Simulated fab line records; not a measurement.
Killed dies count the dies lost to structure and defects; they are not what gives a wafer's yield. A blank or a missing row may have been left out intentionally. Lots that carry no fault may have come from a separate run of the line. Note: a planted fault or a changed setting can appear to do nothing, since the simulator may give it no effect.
Which tool did it? || flow sky130 || 17 wafers sampled from 6 lots at 1 step of a route of 708

WHAT EACH GAUGE READ, for each wafer
SKY_LI_CONTACT_RS_MEAS_22: a four-point-probe measurement.
{"lot": "L379", "measured": "day 29 13:24", "on": "film_metro-04", "LI_CONTACT_W_RS (ohm/sq)": "0.287 0.285 0.284"}
{"lot": "L381", "measured": "day 30 11:29", "on": "film_metro-04", "LI_CONTACT_W_RS (ohm/sq)": "0.287 0.288 0.286"}
{"lot": "L383", "measured": "day 31 03:44", "on": "film_metro-02", "LI_CONTACT_W_RS (ohm/sq)": "0.283 0.279 0.285"}
{"lot": "L391", "measured": "day 33 22:26", "on": "film_metro-04", "LI_CONTACT_W_RS (ohm/sq)": "0.272 0.280"}
{"lot": "L394", "measured": "day 34 18:00", "on": "film_metro-02", "LI_CONTACT_W_RS (ohm/sq)": "0.286 0.284 0.276"}
{"lot": "L399", "measured": "day 36 11:50", "on": "film_metro-04", "LI_CONTACT_W_RS (ohm/sq)": "0.284 0.286 0.289"}

WHICH TOOL RAN EACH LOT (tool, then ch and the chambers of the sampled wafers, then the start)
No process step before these readings appears in the record.

THE ANSWER, worked out from the rows above alone
Rule: the usual values come from the lots themselves. Put in order of their means at a reading, lots are off if they are a third of the lots or fewer, leave a main group of 4 or more, and stand apart from it by a gap of 3 or more times the standard deviation of the main group's means; of several such gaps the widest counts. The tables above print the reading to a certain number of digits; a main group whose means all agree to those digits is not used. Also off: a lot with no number at a reading for which 4 or more lots have one. All remaining lots with rows at the step are treated as sound.
None of the lots is off at any reading shown; this tells nothing.

WHAT WAS PUT IN BY THE SIMULATOR
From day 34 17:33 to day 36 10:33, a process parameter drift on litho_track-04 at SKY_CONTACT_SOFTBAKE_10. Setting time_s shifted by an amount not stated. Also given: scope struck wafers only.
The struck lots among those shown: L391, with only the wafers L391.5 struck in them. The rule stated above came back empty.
